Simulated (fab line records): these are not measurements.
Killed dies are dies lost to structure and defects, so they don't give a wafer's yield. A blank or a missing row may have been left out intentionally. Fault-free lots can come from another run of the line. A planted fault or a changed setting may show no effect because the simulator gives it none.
Matching of chambers -- flow sky130 -- SKY_LI_CONTACT_ETCH_15 on rie-diel-02: 4 sister chambers
The step etches PSG in C4F8/O2/Ar, stops on Si, target depth 600 nm. 4 wafers are shown with their chamber, then 12 later ones without.

## WAFERS WITH THEIR CHAMBER
wafer,chamber,oes-product-au (a.u.)
L083.1,3,0.839
L083.3,2,0.830
L083.5,0,0.830
L083.6,1,0.843

## WAFERS WITHOUT THEIR CHAMBER
wafer,oes-product-au (a.u.)
L085.3,0.829
L085.5,0.835
L085.6,0.834
L089.1,0.838
L089.2,0.842
L089.3,0.840
L092.1,0.842
L092.3,0.842
L092.6,0.840
L094.1,0.838
L094.3,0.836
L094.5,0.840

## WHICH CHAMBER EACH WENT THROUGH
wafer,from the rows above,in truth
L085.3,can't be placed: 0 or 2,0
L085.5,can't be placed: 3 or 0 or 2 or 1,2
L085.6,can't be placed: 0 or 2 or 3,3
L089.1,can't be placed: 3 or 1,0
L089.2,can't be placed: 1 or 3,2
L089.3,can't be placed: 3 or 1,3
L092.1,can't be placed: 1 or 3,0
L092.3,can't be placed: 1 or 3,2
L092.6,can't be placed: 3 or 1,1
L094.1,can't be placed: 3 or 1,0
L094.3,can't be placed: 3 or 0 or 2 or 1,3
L094.5,can't be placed: 3 or 1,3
Placed correctly: 0 of 12. From these rows, 12 cannot be placed; in 7 the true chamber is one of the candidates. 0 placed wrongly.
How it was worked out, from the rows above alone: a wafer's distance from a chamber is the root of the sum, over the readings, of the square of ((its reading less the chamber's mean) divided by the reading's scatter). The wafer belongs to the nearest chamber; if the next one is less than 2 further off, it can't be placed. A chamber's mean is the mean of its shown wafers. The scatter: with one shown wafer a chamber, the root of the mean of the squares of how far each hidden wafer lies from its nearest shown one.
